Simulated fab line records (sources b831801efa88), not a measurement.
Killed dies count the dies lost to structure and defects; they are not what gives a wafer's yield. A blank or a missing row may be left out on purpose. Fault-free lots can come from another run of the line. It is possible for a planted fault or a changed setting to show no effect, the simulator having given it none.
fab line records	flow sky130
record: lots: 10	wafers: 30	lastDay: 50
route steps=708 shown METAL3@534 CAPM@551 CAP2M@616 PAD_OPEN@708
lots that met no fault: taken from a fault-free run of the same line
startH: the number of hours between the record's first day and the start of the first shown wafer of the lot	waitH: hours from the lot's prior step to this one	" same as the row above	L1.1+2: a row that stands for several wafers	- no value, or no start given	* or withheld: withheld	< > ~ a bound
route shown NAME@n: NAME is a module with steps in the file, n the number in the route of the first one	usual: the fault-free wafers' mean and standard deviation	same: alike in all rows	chamber/n: place in a boat	sites: per-site readings	_std_site: their standard deviation	_edge_site: the outer-site mean with the inner-site mean subtracted	radiusMm: for every site, how far away it sits from the centre of the wafer	mask NAME#n: copy n	behind: the tool/chamber that last shaped the wafer	hold: the reason the lot was held/the length of the hold in hours/how it ended	device: names the non-switching transistor (n, p or np)	end of line: the tests these same wafers got at the end of their route	a step with no rows: only its recipe	killed: not the wafer's yield, but the dies lost to structure and defects at the first sort	map: per-die view of a wafer (x killed, . not killed, _ where there is no die)
set.NAME: the setting as run; set.NAME@STEP: as run at that earlier step	model.NAME: the simulator's own value behind a step, which no gauge read
route steps across a sampled set of lots; one table per step, one row per wafer
services: from which hour (startH, from the record's first day; less than 0 if before it) a tool's chamber was out of use, for how many hours, and why
== steps ==
step: SKY_METAL3_SPUTTER_02
recipe: material: AlCu	targetThkNm: 735	powerW: 10600	timeS: 39.1	chamberPressurePa: 0.4
usual: throttleValvePct: 29.7/1.1
lot.wafer	tool	chamber	startH	waitH	throttleValvePct
L429.1	pvdSputter-01	-	861.31	0.0	28.6
L429.5	"	-	"	"	28.7
L429.6	"	-	"	"	30.3
L430.2	pvdSputter-01	-	880.43	0.0	31.5
L430.4	"	-	"	"	30.1
L430.5	"	-	"	"	31.5
L434.1	pvdSputter-03	-	896.41	0.0	27.6
L434.5	"	-	"	"	29.6
L434.6	"	-	"	"	27.5
L433.2	pvdSputter-03	-	903.89	0.0	29.9
L433.4	"	-	"	"	30.0
L433.5	"	-	"	"	27.6
L436.3	pvdSputter-03	-	908.25	0.0	30.2
L436.4	"	-	"	"	27.9
L436.6	"	-	"	"	30.0
L437.1	pvdSputter-01	-	912.89	0.0	30.7
L437.2	"	-	"	"	30.1
L437.4	"	-	"	"	28.6
L440.2	pvdSputter-01	-	942.20	0.0	31.8
L440.4	"	-	"	"	30.0
L440.5	"	-	"	"	30.0
L441.2	pvdSputter-01	-	944.91	0.0	28.6
L441.3	"	-	"	"	30.3
L441.6	"	-	"	"	31.7
L444.1	pvdSputter-03	-	966.82	0.0	29.8
L444.5	"	-	"	"	30.1
L444.6	"	-	"	"	29.8
L452.3	pvdSputter-03	-	1013.60	0.0	27.5
L452.4	"	-	"	"	28.0
L452.5	"	-	"	"	29.9
step: SKY_CAPM_STRIP_14
recipe: chemistry: O2/N2	powerW: 1400	pressureMtorr: 1500	platenTempC: withheld	o2FlowSccm: 3000	n2FlowSccm: 300	overashFraction: 0.5
usual: drypumpMotorCurrentA: 5.7/0.56	o2FlowSccm: 3001/8.7	oesProductAu: 0.710/0.0045	stripTimeToEndpointS: 12.66/0.04
lot.wafer	tool	chamber	startH	waitH	drypumpMotorCurrentA	o2FlowSccm	oesProductAu	rfHoursCounterH	stripTimeToEndpointS
L429.1	plasmaAsher-01	1	887.70	0.1	6.1	2988	0.707	9	12.67
L429.5	"	0	"	"	6.3	3015	0.705	-	12.69
L429.6	"	1	"	"	6.1	3002	0.714	-	12.63
L430.2	plasmaAsher-01	1	905.82	0.1	6.1	3003	0.715	11	12.70
L430.4	"	0	"	"	6.3	3006	0.704	-	12.73
L430.5	"	1	"	"	6.1	2995	0.707	-	12.71
L434.1	plasmaAsher-02	0	921.28	0.1	5.5	3008	0.703	109	12.71
L434.5	"	1	"	"	4.8	3005	0.707	-	12.70
L434.6	"	0	"	"	5.4	3014	0.715	-	12.73
L433.2	plasmaAsher-01	1	928.98	0.1	6.1	2996	0.711	14	12.66
L433.4	"	0	"	"	6.3	2998	0.711	-	12.67
L433.5	"	0	"	"	6.3	3001	0.707	-	12.64
L436.3	plasmaAsher-03	0	933.53	0.1	6.2	3006	0.707	-	12.66
L436.4	"	1	"	"	5.4	3004	0.711	-	12.65
L436.6	"	0	"	"	6.2	2992	0.715	-	12.63
L437.1	plasmaAsher-03	1	938.20	0.1	5.3	3011	0.703	84	12.64
L437.2	"	0	"	"	6.2	2998	0.709	84	12.61
L437.4	"	1	"	"	5.3	3007	0.706	-	12.62
L440.2	plasmaAsher-02	0	966.34	0.1	5.5	3005	0.708	113	12.60
L440.4	"	1	"	"	4.7	3001	0.703	-	12.69
L440.5	"	1	"	"	4.8	3006	0.712	-	12.66
L441.2	plasmaAsher-02	1	969.05	0.1	4.7	2992	0.713	114	12.61
L441.3	"	1	"	"	4.7	3000	0.717	-	12.63
L441.6	"	0	"	"	5.5	2989	0.712	-	12.61
L444.1	plasmaAsher-03	0	990.73	0.1	6.2	3009	0.710	90	12.68
L444.5	"	1	"	"	5.3	2979	0.711	-	12.60
L444.6	"	0	"	"	6.2	2992	0.712	-	12.65
L452.3	plasmaAsher-01	1	1037.63	0.1	6.1	3013	0.713	-	12.66
L452.4	"	0	"	"	6.3	3022	0.719	-	12.66
L452.5	"	1	"	"	6.1	3008	0.706	-	12.61
step: SKY_METAL3_DESCUM_15
recipe: chemistry: O2	sourcePowerW: 150	biasPowerW: 0	pressureMtorr: 10	tempC: 40	timeS: 8
usual: drypumpMotorCurrentA: 5.7/0.44	oesProductAu: 1.000/0.0085
same: biasPowerW: 0
lot.wafer	tool	chamber	startH	waitH	drypumpMotorCurrentA	oesProductAu	rfHoursCounterH
L429.1	rieMetal-02	0	913.39	0.0	5.5	1.004	10
L429.5	"	1	"	"	6.1	0.998	-
L429.6	"	0	"	"	5.5	1.011	-
L430.2	rieMetal-04	1	931.57	0.0	5.7	0.992	5
L430.4	"	1	"	"	5.7	1.000	-
L430.5	"	1	"	"	5.7	0.995	-
L434.1	rieMetal-04	0	946.28	0.0	6.2	0.998	11
L434.5	"	0	"	"	6.2	0.992	-
L434.6	"	1	"	"	5.7	0.990	-
L433.2	rieMetal-02	1	953.94	0.0	6.1	0.995	12
L433.4	"	0	"	"	5.5	1.002	-
L433.5	"	1	"	"	6.1	0.993	-
L436.3	rieMetal-02	1	958.48	0.0	6.1	0.993	-
L436.4	"	0	"	"	5.5	1.001	-
L436.6	"	0	"	"	5.6	1.013	-
L437.1	rieMetal-04	0	963.74	0.0	6.2	0.998	12
L437.2	"	1	"	"	5.7	0.989	6
L437.4	"	0	"	"	6.2	1.004	-
L440.2	rieMetal-04	0	990.04	0.0	6.2	1.002	13
L440.4	"	1	"	"	5.7	0.998	-
L440.5	"	1	"	"	5.7	0.998	-
L441.2	rieMetal-04	1	993.82	0.0	5.7	1.005	8
L441.3	"	0	"	"	6.2	1.006	-
L441.6	"	1	"	"	5.7	1.005	-
L444.1	rieMetal-02	0	1015.29	0.0	5.6	1.005	16
L444.5	"	0	"	"	5.6	1.005	-
L444.6	"	1	"	"	6.1	1.001	-
L452.3	rieMetal-02	1	1060.43	0.0	6.2	0.995	-
L452.4	"	0	"	"	5.5	1.000	-
L452.5	"	0	"	"	5.5	1.015	-
step: SKY_CAP2M_METAL_ETCH_13
recipe: targetDepthNm: 220	stopOn: SiO2	chemistry: Cl2/BCl3	target: TiN	pressureMtorr: 10	icpW: 900	biasW: 48.5	Cl2_flow_sccm: 60	bcl3FlowSccm: 30	timeS: 62.9
usual: bcl3FlowSccm: 29.97/0.093	biasW: 48.48/0.14	drypumpMotorCurrentA: 5.7/0.44	oesProductAu: 0.944/0.0076	throttleValvePct: 21.900/0.011
lot.wafer	tool	chamber	startH	waitH	bcl3FlowSccm	biasW	drypumpMotorCurrentA	oesProductAu	rfHoursCounterH	throttleValvePct
L429.1	rieMetal-04	1	965.87	0.0	30.02	48.56	5.7	0.939	6	21.898
L429.5	"	1	"	"	30.00	48.28	5.7	0.940	-	21.888
L429.6	"	0	"	"	29.93	48.63	6.2	0.941	-	21.884
L430.2	rieMetal-04	0	990.82	0.0	29.91	48.67	6.2	0.934	13	21.900
L430.4	"	1	"	"	29.97	48.35	5.7	0.945	-	21.887
L430.5	"	0	"	"	29.95	48.46	6.2	0.937	-	21.902
L434.1	rieMetal-03	0	995.41	0.0	30.02	48.19	5.6	0.947	8	21.892
L434.5	"	1	"	"	30.02	48.43	4.9	0.955	-	21.893
L434.6	"	0	"	"	30.01	48.17	5.6	0.949	-	21.897
L433.2	rieMetal-04	0	1005.46	0.0	-	-	-	-	-	-
L433.4	"	1	"	"	-	-	-	-	-	-
L433.5	"	0	"	"	-	-	-	-	-	-
L436.3	rieMetal-04	1	1009.19	0.0	-	-	-	-	-	-
L436.4	"	0	"	"	-	-	-	-	-	-
L436.6	"	1	"	"	-	-	-	-	-	-
L437.1	rieMetal-04	1	1012.87	0.0	30.07	48.48	5.6	0.961	8	21.896
L437.2	"	0	"	"	29.85	48.21	6.2	0.956	14	21.904
L437.4	"	0	"	"	29.78	48.40	6.2	0.953	-	21.885
L440.2	rieMetal-04	1	1041.67	0.0	30.11	48.70	5.7	0.938	10	21.900
L440.4	"	0	"	"	29.89	48.31	6.2	0.940	-	21.899
L440.5	"	1	"	"	29.94	48.71	5.7	0.944	-	21.920
L441.2	rieMetal-03	0	1043.22	0.0	29.89	48.64	5.5	0.956	11	21.899
L441.3	"	0	"	"	29.93	48.29	5.5	0.955	-	21.890
L441.6	"	1	"	"	29.83	48.18	4.9	0.948	-	21.892
L444.1	rieMetal-04	1	1064.67	0.0	30.12	48.55	5.6	0.951	11	21.904
L444.5	"	0	"	"	30.00	48.41	6.2	0.939	-	21.903
L444.6	"	1	"	"	30.11	48.32	5.6	0.929	-	21.912
L452.3	rieMetal-03	1	1107.40	0.0	29.99	48.50	4.9	0.938	-	21.898
L452.4	"	0	"	"	30.03	48.66	5.5	0.948	-	21.898
L452.5	"	0	"	"	30.08	48.66	5.6	0.936	-	21.902
step: SKY_CAP2M_STRIP_14
recipe: chemistry: O2/N2	powerW: 1400	pressureMtorr: 1500	platenTempC: withheld	o2FlowSccm: 3000	n2FlowSccm: 300	overashFraction: 0.5
usual: drypumpMotorCurrentA: 5.6/0.53	o2FlowSccm: 3000/10	oesProductAu: 0.710/0.004	stripTimeToEndpointS: 12.67/0.048
lot.wafer	tool	chamber	startH	waitH	drypumpMotorCurrentA	o2FlowSccm	oesProductAu	rfHoursCounterH	stripTimeToEndpointS
L429.1	plasmaAsher-02	0	965.94	0.1	5.5	3011	0.712	113	12.65
L429.5	"	0	"	"	5.4	3003	0.709	-	12.68
L429.6	"	1	"	"	4.8	2999	0.705	-	12.62
L430.2	plasmaAsher-02	0	990.90	0.1	5.4	3022	0.716	116	12.60
L430.4	"	1	"	"	4.8	3002	0.713	-	12.60
L430.5	"	1	"	"	4.8	2999	0.710	-	12.61
L434.1	plasmaAsher-04	1	995.49	0.1	5.8	3008	0.712	59	12.64
L434.5	"	0	"	"	5.5	2987	0.712	-	12.61
L434.6	"	1	"	"	5.9	2986	0.710	-	12.60
L433.2	plasmaAsher-01	0	1005.54	0.1	6.3	3007	0.718	21	14.14
L433.4	"	0	"	"	6.3	3007	0.711	-	14.20
L433.5	"	1	"	"	6.1	2998	0.716	-	14.17
L436.3	plasmaAsher-02	1	1009.28	0.1	4.7	3000	0.719	-	14.19
L436.4	"	0	"	"	5.4	3009	0.713	-	14.17
L436.6	"	1	"	"	4.7	3017	0.708	-	14.21
L437.1	plasmaAsher-01	1	1012.95	0.1	6.1	3005	0.711	22	12.69
L437.2	"	0	"	"	6.3	3003	0.715	22	12.74
L437.4	"	0	"	"	6.3	3000	0.713	-	12.66
L440.2	plasmaAsher-01	1	1041.75	0.1	6.1	3010	0.709	25	12.67
L440.4	"	0	"	"	6.3	3003	0.705	-	12.65
L440.5	"	0	"	"	6.3	3004	0.712	-	12.71
L441.2	plasmaAsher-04	0	1043.30	0.1	5.4	2995	0.714	63	12.60
L441.3	"	0	"	"	5.4	2993	0.705	-	12.64
L441.6	"	1	"	"	5.8	2998	0.711	-	12.62
L444.1	plasmaAsher-04	0	1064.75	0.1	5.4	2985	0.708	66	12.67
L444.5	"	0	"	"	5.4	2992	0.712	-	12.71
L444.6	"	1	"	"	5.8	3006	0.711	-	12.71
L452.3	plasmaAsher-02	1	1107.48	0.1	4.7	3002	0.707	-	12.56
L452.4	"	0	"	"	5.4	2996	0.712	-	12.57
L452.5	"	1	"	"	4.7	2987	0.710	-	12.57
step: SKY_PAD_OPEN_PROBE_99
usual: defectLimitedYield: 82.9/1.8	killed_at_M0_to_M3: 42/7.2	killed_at_M4_up: 3.2/1.8	killedAtContacts: 24/5.4	killedAtFrontEnd: 15/4	killedAtOther: 0.3/0.59	killedDies: 84/9	killedOnRim: 17/3.3	killedOpen: 46/7.1	killedShort: 38/6	sort_bin_3_pad_short: 0.8/0.41	sort_bin_5_function: 10.1/1.3	sort_bin_6_memory: 6.3/1.2	sortNPass: 408/9	sortYieldPct: 82.9/1.8
same: grossDies: 492	killedAtBackSide: 0	sort_bin_4_leakage[%]: 0	sort_bin_8_speed[%]: 0
lot.wafer	tool	chamber	startH	waitH	defectLimitedYield[%]	killed_at_M0_to_M3	killed_at_M4_up	killedAtContacts	killedAtFrontEnd	killedAtOther	killedDies	killedOnRim	killedOpen	killedShort	sort_bin_3_pad_short[%]	sort_bin_5_function[%]	sort_bin_6_memory[%]	sortNPass	sortYieldPct[%]
L429.1	prober-01	-	1087.45	0.1	82.1	54	2	24	8	0	88	20	48	40	1.6	10.6	5.7	404	82.1
L429.5	prober-01	-	1087.65	0.2	83.3	45	3	16	16	2	82	17	34	47	0.4	8.7	7.5	410	83.3
L429.6	prober-01	-	1087.70	0.2	82.5	41	6	25	13	1	86	17	41	44	0.6	9.8	7.1	406	82.5
L430.2	prober-01	-	1109.35	0.1	82.9	41	4	20	19	0	84	17	48	35	0.4	10.0	6.7	408	82.9
L430.4	prober-01	-	1109.45	0.2	81.9	37	3	24	24	1	89	18	46	43	1.2	10.8	6.1	403	81.9
L430.5	prober-01	-	1109.50	0.2	82.1	31	2	37	18	0	88	18	54	34	1.2	9.6	7.1	404	82.1
L434.1	prober-01	-	1112.23	0.1	82.7	35	1	36	13	0	85	18	60	25	1.0	9.3	6.9	407	82.7
L434.5	prober-01	-	1112.43	0.2	85.8	24	4	30	11	1	70	8	35	34	0.8	7.1	6.3	422	85.8
L434.6	prober-01	-	1112.48	0.2	84.1	39	1	25	12	1	78	14	47	30	1.0	8.3	6.5	414	84.1
L433.2	prober-01	-	1126.83	0.1	0	39	3	25	10	415	492	96	44	33	0.4	93.7	5.9	0	0
L433.4	prober-01	-	1126.93	0.2	0	58	3	23	14	394	492	96	64	34	0.6	93.3	6.1	0	0
L433.5	prober-01	-	1126.98	0.2	0	50	2	21	18	401	492	96	50	43	1.0	92.9	6.1	0	0
L436.3	prober-02	-	1127.16	0.2	0	35	6	24	17	410	492	96	45	37	0.6	93.9	5.5	0	0
L436.4	prober-02	-	1127.21	0.2	0	38	4	15	14	421	492	96	46	25	0.4	94.9	4.7	0	0
L436.6	prober-02	-	1127.31	0.2	0	36	5	23	14	414	492	96	43	35	1.2	94.5	4.3	0	0
L437.1	prober-01	-	1128.56	0.1	82.9	52	3	19	9	1	84	19	41	40	0.2	9.6	7.3	408	82.9
L437.2	prober-01	-	1128.61	0.1	80.3	55	5	27	10	0	97	14	54	43	0	12.8	6.9	395	80.3
L437.4	prober-01	-	1128.71	0.2	82.1	47	0	27	14	0	88	22	42	46	0.8	11.0	6.1	404	82.1
L440.2	prober-02	-	1154.67	0.1	84.1	34	4	24	15	1	78	21	36	41	1.4	9.3	5.1	414	84.1
L440.4	prober-02	-	1154.77	0.2	81.9	55	3	19	12	0	89	17	43	46	0.8	9.1	8.1	403	81.9
L440.5	prober-02	-	1154.82	0.2	79.7	53	2	24	21	0	100	17	57	43	0.4	11.8	8.1	392	79.7
L441.2	prober-02	-	1156.17	0.1	82.9	42	3	22	17	0	84	18	44	40	1.0	10.4	5.7	408	82.9
L441.3	prober-02	-	1156.22	0.2	81.1	47	3	20	23	0	93	22	49	44	0.8	9.8	8.3	399	81.1
L441.6	prober-02	-	1156.37	0.2	85.8	34	0	26	10	0	70	19	44	26	0.8	8.1	5.3	422	85.8
L444.1	prober-02	-	1171.13	0.1	84.1	45	6	19	8	0	78	10	33	44	1.0	9.8	5.1	414	84.1
L444.5	prober-02	-	1171.33	0.2	81.7	49	4	21	15	1	90	11	45	45	0	11.4	6.9	402	81.7
L444.6	prober-02	-	1171.38	0.2	85.8	27	7	20	15	1	70	16	37	32	0.8	9.1	4.3	422	85.8
L452.3	prober-02	-	1200.06	0.2	85.2	38	3	19	13	0	73	18	32	39	0.6	7.5	6.7	419	85.2
L452.4	prober-02	-	1200.11	0.2	85.4	34	2	24	12	0	72	15	42	30	0.4	10.0	4.3	420	85.4
L452.5	prober-02	-	1200.16	0.2	81.7	46	4	30	10	0	90	15	44	46	1.4	10.6	6.3	402	81.7
killed by level:class
L429.1 VIA1:geometricParticle:open=12 CONTACT:geometricParticle:open=9 VIA3:geometricParticle:open=9 METAL2:geometricParticle:short=9 VIA2:geometricParticle:open=6 CONTACT:geometricParticle:short=5 METAL3:geometricParticle:short=5 LI_CONTACT:geometricParticle:open=4
L429.5 POLY_GATE:geometricParticle:short=8 VIA2:geometricParticle:short=8 VIA1:geometricParticle:open=8 METAL1:geometricParticle:short=7 VIA2:geometricParticle:open=7 LOCAL_INTERCONNECT:geometricParticle:short=6 METAL2:geometricParticle:short=5 CONTACT:geometricParticle:open=4
L429.6 VIA1:geometricParticle:open=10 VIA2:geometricParticle:open=8 LI_CONTACT:geometricParticle:open=7 METAL2:geometricParticle:short=7 LOCAL_INTERCONNECT:geometricParticle:short=6 CONTACT:geometricParticle:open=6 POLY_GATE:geometricParticle:short=5 CONTACT:geometricParticle:short=5
L430.2 VIA1:geometricParticle:open=10 CONTACT:geometricParticle:open=8 METAL1:geometricParticle:short=7 LI_CONTACT:geometricParticle:open=6 VIA1:geometricParticle:short=5 FIELD_ISO:geometricParticle:open=4 POLY_GATE:geometricParticle:open=4 VIA3:geometricParticle:open=4
L430.4 VIA1:geometricParticle:open=11 METAL2:geometricParticle:short=9 CONTACT:geometricParticle:short=8 CONTACT:geometricParticle:open=8 METAL1:geometricParticle:short=6 POLY_GATE:geometricParticle:open=5 SPACER:geometricParticle:open=5 FIELD_ISO:geometricParticle:open=4
L430.5 CONTACT:geometricParticle:open=14 VIA1:geometricParticle:open=9 LI_CONTACT:geometricParticle:open=8 LOCAL_INTERCONNECT:geometricParticle:short=7 METAL1:geometricParticle:short=6 SPACER:geometricParticle:open=5 POLY_GATE:geometricParticle:open=4 VIA1:geometricParticle:short=4
L434.1 CONTACT:geometricParticle:open=13 LI_CONTACT:geometricParticle:open=10 VIA1:geometricParticle:open=10 VIA2:geometricParticle:open=9 LOCAL_INTERCONNECT:geometricParticle:short=6 FIELD_ISO:geometricParticle:open=5 VIA3:geometricParticle:open=5 POLY_GATE:geometricParticle:open=4
L434.5 CONTACT:geometricParticle:short=9 LI_CONTACT:geometricParticle:open=8 CONTACT:geometricParticle:open=5 VIA1:geometricParticle:open=5 VIA2:geometricParticle:open=4 METAL4:geometricParticle:short=4 FIELD_ISO:geometricParticle:short=3 LI_CONTACT:geometricParticle:short=3
L434.6 VIA1:geometricParticle:open=10 VIA2:geometricParticle:open=9 LI_CONTACT:geometricParticle:open=8 CONTACT:geometricParticle:open=7 CONTACT:geometricParticle:short=5 VIA3:geometricParticle:open=5 LOCAL_INTERCONNECT:geometricParticle:short=4 METAL1:geometricParticle:short=4
L433.2 CAP2M:areaEtch=415 VIA1:geometricParticle:open=9 VIA3:geometricParticle:open=9 LI_CONTACT:geometricParticle:open=8 LOCAL_INTERCONNECT:geometricParticle:short=7 CONTACT:geometricParticle:open=6 VIA1:geometricParticle:short=5 POLY_GATE:geometricParticle:open=4
L433.4 CAP2M:areaEtch=394 VIA1:geometricParticle:open=23 CONTACT:geometricParticle:open=10 VIA3:geometricParticle:open=9 FIELD_ISO:geometricParticle:open=5 VIA1:geometricParticle:short=5 POLY_GATE:geometricParticle:open=5 METAL3:geometricParticle:short=5
L433.5 CAP2M:areaEtch=399 VIA1:geometricParticle:open=13 CONTACT:geometricParticle:open=9 METAL1:geometricParticle:short=8 FIELD_ISO:geometricParticle:short=7 LI_CONTACT:geometricParticle:open=7 VIA3:geometricParticle:open=7 METAL3:geometricParticle:short=6
L436.3 CAP2M:areaEtch=410 CONTACT:geometricParticle:open=10 VIA1:geometricParticle:open=9 VIA2:geometricParticle:open=8 POLY_GATE:geometricParticle:open=6 CONTACT:geometricParticle:short=6 FIELD_ISO:geometricParticle:open=4 LI_CONTACT:geometricParticle:open=4
L436.4 CAP2M:areaEtch=421 VIA1:geometricParticle:open=15 CONTACT:geometricParticle:open=7 FIELD_ISO:geometricParticle:open=5 VIA3:geometricParticle:open=5 LI_CONTACT:geometricParticle:open=4 METAL1:geometricParticle:short=4 POLY_GATE:geometricParticle:open=3
L436.6 CAP2M:areaEtch=414 CONTACT:geometricParticle:open=12 VIA3:geometricParticle:open=9 VIA2:geometricParticle:open=7 LI_CONTACT:geometricParticle:open=5 METAL4:geometricParticle:short=5 POLY_GATE:geometricParticle:short=4 FIELD_ISO:geometricParticle:short=4
L437.1 VIA1:geometricParticle:open=14 METAL2:geometricParticle:short=7 CONTACT:geometricParticle:open=6 VIA1:geometricParticle:short=6 LI_CONTACT:geometricParticle:open=5 VIA2:geometricParticle:open=5 VIA2:geometricParticle:short=5 VIA3:geometricParticle:short=4
L437.2 VIA1:geometricParticle:open=16 METAL2:geometricParticle:short=14 CONTACT:geometricParticle:open=10 VIA3:geometricParticle:open=9 VIA2:geometricParticle:open=6 LOCAL_INTERCONNECT:geometricParticle:short=5 LI_CONTACT:geometricParticle:open=4 LI_CONTACT:geometricParticle:short=4
L437.4 VIA1:geometricParticle:open=14 METAL2:geometricParticle:short=8 CONTACT:geometricParticle:open=8 VIA1:geometricParticle:short=7 LI_CONTACT:geometricParticle:short=6 VIA3:geometricParticle:open=6 FIELD_ISO:geometricParticle:open=5 LI_CONTACT:geometricParticle:open=5
L440.2 VIA1:geometricParticle:open=8 POLY_GATE:geometricParticle:short=7 CONTACT:geometricParticle:short=6 CONTACT:geometricParticle:open=6 VIA1:geometricParticle:short=6 LI_CONTACT:geometricParticle:open=5 LOCAL_INTERCONNECT:geometricParticle:short=4 METAL1:geometricParticle:short=4
L440.4 VIA1:geometricParticle:open=19 METAL1:geometricParticle:short=6 METAL2:geometricParticle:short=5 CONTACT:geometricParticle:open=5 CONTACT:geometricParticle:short=5 VIA1:geometricParticle:short=5 VIA2:geometricParticle:open=5 LI_CONTACT:geometricParticle:open=4
L440.5 VIA1:geometricParticle:open=17 VIA1:geometricParticle:short=8 POLY_GATE:geometricParticle:short=7 FIELD_ISO:geometricParticle:open=6 LI_CONTACT:geometricParticle:open=6 LOCAL_INTERCONNECT:geometricParticle:short=6 VIA2:geometricParticle:open=5 CONTACT:geometricParticle:short=5
L441.2 VIA1:geometricParticle:open=12 VIA2:geometricParticle:open=8 FIELD_ISO:geometricParticle:short=7 VIA1:geometricParticle:short=6 POLY_GATE:geometricParticle:short=5 LI_CONTACT:geometricParticle:open=5 LOCAL_INTERCONNECT:geometricParticle:short=5 CONTACT:geometricParticle:open=5
L441.3 VIA1:geometricParticle:open=10 CONTACT:geometricParticle:open=9 METAL2:geometricParticle:short=8 VIA2:geometricParticle:open=7 FIELD_ISO:geometricParticle:short=6 POLY_GATE:geometricParticle:open=5 LI_CONTACT:geometricParticle:open=4 METAL1:geometricParticle:short=4
L441.6 LI_CONTACT:geometricParticle:open=11 VIA2:geometricParticle:open=8 CONTACT:geometricParticle:open=6 VIA1:geometricParticle:open=6 VIA1:geometricParticle:short=5 VIA3:geometricParticle:open=5 LOCAL_INTERCONNECT:geometricParticle:short=4 METAL3:geometricParticle:short=4
L444.1 VIA1:geometricParticle:open=11 CONTACT:geometricParticle:open=7 VIA2:geometricParticle:open=7 METAL1:geometricParticle:short=6 VIA2:geometricParticle:short=6 METAL2:geometricParticle:short=6 CONTACT:geometricParticle:short=5 METAL4:geometricParticle:short=5
L444.5 METAL2:geometricParticle:short=12 CONTACT:geometricParticle:open=9 VIA1:geometricParticle:open=9 CONTACT:geometricParticle:short=8 VIA3:geometricParticle:open=7 POLY_GATE:geometricParticle:short=6 VIA2:geometricParticle:open=6 FIELD_ISO:geometricParticle:open=3
L444.6 LI_CONTACT:geometricParticle:open=8 VIA1:geometricParticle:open=6 LOCAL_INTERCONNECT:geometricParticle:short=5 CONTACT:geometricParticle:open=5 VIA3:geometricParticle:short=5 POLY_GATE:geometricParticle:short=4 VIA3:geometricParticle:open=4 VIA1:geometricParticle:short=3
L452.3 VIA2:geometricParticle:open=9 POLY_GATE:geometricParticle:short=7 METAL1:geometricParticle:short=6 VIA1:geometricParticle:short=6 CONTACT:geometricParticle:open=5 VIA1:geometricParticle:open=5 METAL2:geometricParticle:short=5 LI_CONTACT:geometricParticle:open=4
L452.4 CONTACT:geometricParticle:open=9 LI_CONTACT:geometricParticle:open=7 VIA1:geometricParticle:open=7 METAL2:geometricParticle:short=6 FIELD_ISO:geometricParticle:open=4 VIA2:geometricParticle:open=4 VIA3:geometricParticle:open=4 POLY_GATE:geometricParticle:open=3
L452.5 VIA2:geometricParticle:open=9 VIA3:geometricParticle:open=7 LOCAL_INTERCONNECT:geometricParticle:short=7 CONTACT:geometricParticle:short=7 CONTACT:geometricParticle:open=7 VIA1:geometricParticle:open=6 LI_CONTACT:geometricParticle:open=5 METAL1:geometricParticle:short=5
== services ==
tool	chamber	startH	hours	kind
pvdSputter-03	-	845.76	13.7	repair
rieMetal-03	-	845.88	2.8	pm
plasmaAsher-03	-	859.73	2.8	pm
rieMetal-04	-	912.26	0.7	repair
pvdSputter-03	-	939.44	8.1	repair
rieMetal-02	-	948.69	1.5	repair
rieMetal-04	-	949.64	2.8	pm
plasmaAsher-02	-	952.72	1.2	repair
plasmaAsher-01	-	962.56	0.5	repair
plasmaAsher-04	-	964.23	2.4	repair
pvdSputter-01	-	986.81	5.0	repair
pvdSputter-01	-	994.27	3.0	repair
pvdSputter-01	-	1001.47	4.3	repair
plasmaAsher-03	-	1012.01	1.4	repair
pvdSputter-01	-	1026.42	1.4	repair
plasmaAsher-03	-	1034.58	5.4	repair
plasmaAsher-02	-	1055.25	9.0	pm
plasmaAsher-02	0	1055.25	9.0	ventCycle
plasmaAsher-02	1	1055.25	9.0	ventCycle
pvdSputter-01	-	1061.81	15.0	repair
plasmaAsher-01	-	1063.15	4.8	repair
plasmaAsher-02	0	1064.25	-	clean
plasmaAsher-01	-	1075.30	5.4	repair
rieMetal-03	0	1101.40	2.6	repair
== key ==
firstSign: step: SKY_CAP2M_METAL_ETCH_13	reading: toolRecord	direction: missing
effect: step: SKY_CAP2M_STRIP_14	reading: stripTimeToEndpointS	direction: up	sigmas: 32	usual: *	struck: *
effect: step: SKY_PAD_OPEN_PROBE_99	reading: killedAtOther	direction: up	sigmas: 99+	usual: 0.3	struck: 409.2
moreKillsBornAt: SKY_CAP2M_METAL_ETCH_13@rieMetal-04: 2453
metAt SKY_CAP2M_METAL_ETCH_13
struckLots L433,L436
laterRowsLeftOut L433.2,L433.4,L433.5,L436.3,L436.4,L436.6
notActingAt SKY_METAL3_SPUTTER_02,SKY_CAPM_STRIP_14,SKY_METAL3_DESCUM_15
onsetBetween 995.41 1005.46
fault: kind: skippedStepWhole	tool: rieMetal-03,rieMetal-04	chamber: -	onsetH: 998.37	steps: SKY_CAP2M_METAL_ETCH_13	scope: struckLotsOnly
laterRowsLeftOut: the simulator's readings of these wafers behind a module that went badly wrong aren't trusted and aren't shown, but for the sort
